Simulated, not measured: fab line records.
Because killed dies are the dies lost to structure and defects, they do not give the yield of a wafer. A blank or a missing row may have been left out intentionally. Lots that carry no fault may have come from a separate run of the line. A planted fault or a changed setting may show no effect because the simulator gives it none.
Problem report in the 8D (eight disciplines) form, filled by code + flow sky130 + the parts of the form that need people (team, actions taken, sign-off) are left out

== 1. THE ISSUE ==
A mean of 1.010 a.u. is read at SKY_METAL3_METAL_ETCH_18 for oes-product-au, taken on 1 wafer of 1 lot, against 0.864 a.u. (standard deviation 0.0061) on wafers free of any fault. Relative to the usual mean, that is a shift of +24 standard deviations.
The step: etches the open film in Cl2/BCl3, stops on SiO2, target depth 845 nm, time 183.1 s.
Earliest sighting: wafer L289.1 on rie-metal-01 at day 43 09:44. The record has a number at this step for 39 wafers belonging to 13 lots. Rule for "out" (also "out of limits"): further than 4 standard deviations from the usual mean. The other wafers with a number count as sound.

== 2. WHAT IT IS, AND WHAT IT ISN'T ==
| question                    | is                | is not                                                                                     |
|-----------------------------|-------------------|--------------------------------------------------------------------------------------------|
| which readings at this step | oes-product-au    | chamber-pressure-mTorr, drypump-motor-current-A, he-backside-leak-sccm, throttle-valve-pct |
| which lots                  | L289              | L273, L274, L275, L276, L278, L279, L280, L281, L282, L284, L288, L291                     |
| which wafers of those lots  | L289.1            | L289.3, L289.6                                                                             |
| read on which tools         | rie-metal-01      | rie-metal-03, rie-metal-04                                                                 |
| when                        | from day 43 09:44 | up to then (35 sound wafers); but 3 sound wafers of L291 came after                        |

== 3. SUSPECTS, AND WHAT RULES EACH OUT ==
Counting: a tool at a process step up to the reading stays a suspect if it ran every lot that is out. Sound lots after the first of them don't rule it out here, since some wafers of a struck lot are sound.
- cmp-02 at SKY_VIA2_CMP_24 (polishes, stops on SiO2, t overpolish 20 s, target thk 0 nm): kept. It ran the lot that is out, L289 (day 41 09:26); its last sound lot up to then is L288 (day 41 06:23).
- pvd-sputter-02 at SKY_METAL3_SPUTTER_02 (material AlCu, target thk 735 nm, time 39.1 s): kept. It ran the lot that is out, L289 (day 41 09:43); its last sound lot up to then is L284 (day 39 21:34).
- pvd-sputter-04 at SKY_CAPM_SPUTTER_02 (material TiN, target thk 200 nm, time 166.7 s): kept. It ran the lot that is out, L289 (day 41 09:55); its last sound lot up to then is L284 (day 39 21:50).
- rie-metal-01 at SKY_METAL3_METAL_ETCH_18 (etches the open film in Cl2/BCl3, stops on SiO2, target depth 845 nm, time 183.1 s): kept. It ran the lot that is out, L289 (day 43 09:44); its last sound lot up to then is L282 (day 41 06:10). Its own readings are out on those wafers: oes-product-au.
- Within rie-metal-01 at SKY_METAL3_METAL_ETCH_18: the wafers that are out ran in chamber 0; their sound lot-mates ran in chamber 1.
Left after counting: cmp-02 at SKY_VIA2_CMP_24, pvd-sputter-02 at SKY_METAL3_SPUTTER_02, pvd-sputter-04 at SKY_CAPM_SPUTTER_02, rie-metal-01 at SKY_METAL3_METAL_ETCH_18.

== 4. THE CAUSE (what the simulator had put in) ==
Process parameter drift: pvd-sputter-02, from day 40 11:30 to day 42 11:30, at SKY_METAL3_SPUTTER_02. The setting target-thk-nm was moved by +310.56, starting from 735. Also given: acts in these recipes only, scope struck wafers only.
Counting left 4 suspects, and this tool is among them.

== 5. THE CHAIN OF EFFECTS, in route order ==
Each row: a reading whose mean over the struck wafers that have a number lies more than 3 standard deviations from the usual. Readings are gone through only where the record gives a usual standard deviation; hours: the median, over the lots, of the time from a lot's start at the first step in this table giving one to that lot's start at this step; sigmas: the change measured in usual standard deviations.
| hours | step                     | reading        | usual      | on struck wafers | change | sigmas |
|-------|--------------------------|----------------|------------|------------------|--------|--------|
| 0     | SKY_METAL3_METAL_ETCH_18 | oes-product-au | 0.864 a.u. | 1.010            | +0.146 | +24    |
The process steps in it:
- SKY_METAL3_METAL_ETCH_18: etches the open film in Cl2/BCl3, stops on SiO2, target depth 845 nm, time 183.1 s.

== 6. HOW IT WOULD HAVE BEEN CAUGHT EARLIER ==
In this record the first reading out of limits was taken at day 43 09:44, 70 hours after the fault began at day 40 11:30.
No tool reading at SKY_METAL3_SPUTTER_02 that has a usual standard deviation in the record was out on any struck wafer, so an alarm limit of 4 standard deviations on those readings would not have fired.
All the lots that are out (1) had begun SKY_METAL3_SPUTTER_02 on pvd-sputter-02 by day 43 09:44. None of them would have been spared by holding the tool at that moment.
